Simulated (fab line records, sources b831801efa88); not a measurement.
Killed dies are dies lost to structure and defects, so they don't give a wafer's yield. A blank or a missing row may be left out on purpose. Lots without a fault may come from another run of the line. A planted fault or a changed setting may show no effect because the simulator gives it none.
Which tool did it? | flow gf180mcu | 11 lots, 33 wafers sampled, at 5 steps of a route of 602

WHAT THE GAUGES READ, wafer by wafer
GF_V4_THK_MEAS_03. Usual: V4_CVD_02_THK 854 nm, standard deviation 10.
lot  | measured     | on            | V4_CVD_02_THK (nm) | flag
L858 | day 24 00:31 | film_metro-04 | 841 853 858        |
L859 | day 24 06:22 | film_metro-03 | 842 844 861        |
L862 | day 25 16:02 | film_metro-02 | 848 861 861        |
L866 | day 26 23:42 | film_metro-04 | 1462 1492 1497     | OFF
L867 | day 27 16:12 | film_metro-04 | 866 861 864        |
L868 | day 27 16:38 | film_metro-04 | 1488 1489 1483     | OFF
L869 | day 28 03:29 | film_metro-03 | 832 862 863        |
L873 | day 29 03:58 | film_metro-02 | 843 867 861        |
L875 | day 29 19:07 | film_metro-04 | 848 857 852        |
L877 | day 30 02:18 | film_metro-03 | 837 854 845        |
L879 | day 30 11:51 | film_metro-03 | 846 864 859        |

GF_V4_OVL_MEAS_15. Usual: V4_OVL 1 nm, standard deviation 6.8.
lot  | measured     | on         | V4_OVL (nm) | flag
L858 | day 24 22:50 | overlay-02 | -9 -2 -3    |
L859 | day 25 03:46 | overlay-02 | -8 -4 5     |
L862 | day 26 12:58 | overlay-01 | 3 2 0       |
L866 | day 27 19:40 | overlay-02 | -7 3 0      |
L867 | day 28 11:31 | overlay-01 | -2 7 2      |
L868 | day 28 13:13 | overlay-01 | 1 6 2       |
L869 | day 28 23:04 | overlay-01 | 0 1 -3      |
L873 | day 29 22:58 | overlay-01 | 5 0 4       |
L875 | day 30 14:22 | overlay-01 | -7 -4 0     |
L877 | day 30 21:33 | overlay-01 | -2 1 2      |
L879 | day 31 06:19 | overlay-01 | -5 2 1      |

WHICH TOOL RAN EACH LOT (tool, then ch and the chambers of the sampled wafers, then the start)
lot  | GF_V3_STRIP_18                       | GF_V4_CVD_02                    | GF_V4_CMP_04
L858 | plasma_asher-04 ch 0,1, day 22 23:46 | pecvd-02 ch 1,2, day 24 00:27   | cmp-01 ch 1,2, day 24 00:35
L859 | plasma_asher-04 ch 0,1, day 23 05:25 | pecvd-01 ch 1,2, day 24 06:18   | cmp-01 ch 0,1,2, day 24 06:26
L862 | plasma_asher-04 ch 0, day 24 16:34   | pecvd-02 ch 0,1, day 25 15:58   | cmp-02 ch 1,2,3, day 25 16:05
L866 | plasma_asher-03 ch 0, day 26 01:04   | pecvd-02 ch 0,1, day 26 23:38   | cmp-01 ch 0,3, day 26 23:49
L867 | plasma_asher-02 ch 0,1, day 26 16:44 | pecvd-04 ch 0,1,2, day 27 16:08 | cmp-01 ch 1,2, day 27 16:14
L868 | plasma_asher-04 ch 0,1, day 26 18:03 | pecvd-02 ch 0,1,2, day 27 16:34 | cmp-01 ch 0,1,2, day 27 16:59
L869 | plasma_asher-04 ch 0,1, day 27 05:07 | pecvd-04 ch 0,1,2, day 28 03:25 | cmp-02 ch 1,2,3, day 28 03:41
L873 | plasma_asher-04 ch 0,1, day 28 06:15 | pecvd-04 ch 0,2, day 29 03:52   | cmp-02 ch 0,2,3, day 29 04:06
L875 | plasma_asher-02 ch 0,1, day 28 22:01 | pecvd-04 ch 0,1,2, day 29 19:02 | cmp-01 ch 0,1,3, day 29 19:16
L877 | plasma_asher-04 ch 0,1, day 29 05:25 | pecvd-02 ch 1,2, day 30 02:14   | cmp-01 ch 0,1,2, day 30 02:44
L879 | plasma_asher-04 ch 0,1, day 29 15:24 | pecvd-02 ch 0,1, day 30 11:46   | cmp-01 ch 2,3, day 30 11:53
- GF_V3_STRIP_18: strips in O2/N2.
- GF_V4_CVD_02: deposits SiO2 from TEOS, target thk 850 nm, time 94.851 s.
- GF_V4_CMP_04: polishes SiO2.

WHAT THE TOOLS THEMSELVES READ (means of the sampled wafers that have a number; where no wafer has one, the mark that the record gives instead)
GF_V3_STRIP_18. Usual: drypump_motor_current_A 5.6 A, standard deviation 0.66; heater_power_w 319 W, standard deviation 32; oes_product_au 0.592 a.u., standard deviation 0.005.
lot  | tool            | drypump_motor_current_A (A) | heater_power_w (W) | oes_product_au (a.u.) | flag
L858 | plasma_asher-04 | 6.0                         | 317                | 0.596                 |
L859 | plasma_asher-04 | 6.0                         | 311                | 0.589                 |
L862 | plasma_asher-04 | 5.0                         | 279                | 0.590                 |
L866 | plasma_asher-03 | 4.9                         | 333                | 0.589                 |
L867 | plasma_asher-02 | 5.5                         | 318                | 0.590                 |
L868 | plasma_asher-04 | 6.0                         | 319                | 0.583                 |
L869 | plasma_asher-04 | 5.5                         | 301                | 0.587                 |
L873 | plasma_asher-04 | 6.0                         | 320                | 0.590                 |
L875 | plasma_asher-02 | 5.3                         | 319                | 0.588                 |
L877 | plasma_asher-04 | 6.0                         | 319                | 0.599                 |
L879 | plasma_asher-04 | 6.0                         | 318                | 0.597                 |

GF_V4_CVD_02. Usual: heater_power_w 686 W, standard deviation 120; rf_fwd_power_W 596.0 W, standard deviation 2.3; susceptor_temp_C 400.00 C, standard deviation 0.22.
lot  | tool     | heater_power_w (W) | rf_fwd_power_W (W) | susceptor_temp_C (C) | flag
L858 | pecvd-02 | 801                | 596.9              | 400.24               |
L859 | pecvd-01 | 710                | 596.0              | 400.19               |
L862 | pecvd-02 | 693                | 594.0              | 399.89               |
L866 | pecvd-02 | 802                | 593.8              | 399.98               |
L867 | pecvd-04 | 554                | 594.3              | 399.99               |
L868 | pecvd-02 | 738                | 595.8              | 400.08               |
L869 | pecvd-04 | 558                | 597.6              | 400.11               |
L873 | pecvd-04 | 559                | 596.3              | 400.07               |
L875 | pecvd-04 | 593                | 597.0              | 400.08               |
L877 | pecvd-02 | 813                | 596.7              | 400.04               |
L879 | pecvd-02 | 839                | 597.8              | 399.84               |

GF_V4_CMP_04. Usual: edge_zone_pressure_frac 1.000, standard deviation 0.0049; motor_current_A 12.3 A, standard deviation 1; time_to_endpoint_s 84 s, standard deviation 5.8.
lot  | tool   | edge_zone_pressure_frac | motor_current_A (A) | time_to_endpoint_s (s) | flag
L858 | cmp-01 | 1.003                   | 11.9                | 89                     |
L859 | cmp-01 | 1.004                   | 12.5                | 91                     |
L862 | cmp-02 | 0.995                   | 12.6                | 81                     |
L866 | cmp-01 | 1.002                   | 12.9                | 303                    | OFF
L867 | cmp-01 | 1.005                   | 11.8                | 85                     |
L868 | cmp-01 | 1.000                   | 12.1                | 320                    | OFF
L869 | cmp-02 | 1.005                   | 12.9                | 83                     |
L873 | cmp-02 | 0.996                   | 11.4                | 87                     |
L875 | cmp-01 | 0.995                   | 12.5                | 84                     |
L877 | cmp-01 | 1.000                   | 11.9                | 86                     |
L879 | cmp-01 | 1.002                   | 12.9                | 84                     |

THE ANSWER, worked out from the rows above alone
Rule: a lot is off if the mean of its wafers that have a number lies more than 3 standard deviations from the usual mean. A lot without any number at a reading at which 4 lots or more have one is off too. The other lots that the step has rows for count as sound. The gauges are gone through in route order, then the tools' own readings, and for those a lot's mean is taken as printed above. The first step at which some lot is off is used, and at that step the reading that is off furthest; a lot without a number counts as furthest.
Off: L866, L868, at GF_V4_THK_MEAS_03 (V4_CVD_02_THK).
A tool fits if, at a process step before that reading, it ran every lot that is off, and no sound lot after the first of them. The gauges at GF_V4_THK_MEAS_03 aren't tried: what is off there is off at GF_V4_CMP_04 too, on other tools, and a gauge's error can't cause that. None of those tried fits.

WHAT THE SIMULATOR HAD PUT IN
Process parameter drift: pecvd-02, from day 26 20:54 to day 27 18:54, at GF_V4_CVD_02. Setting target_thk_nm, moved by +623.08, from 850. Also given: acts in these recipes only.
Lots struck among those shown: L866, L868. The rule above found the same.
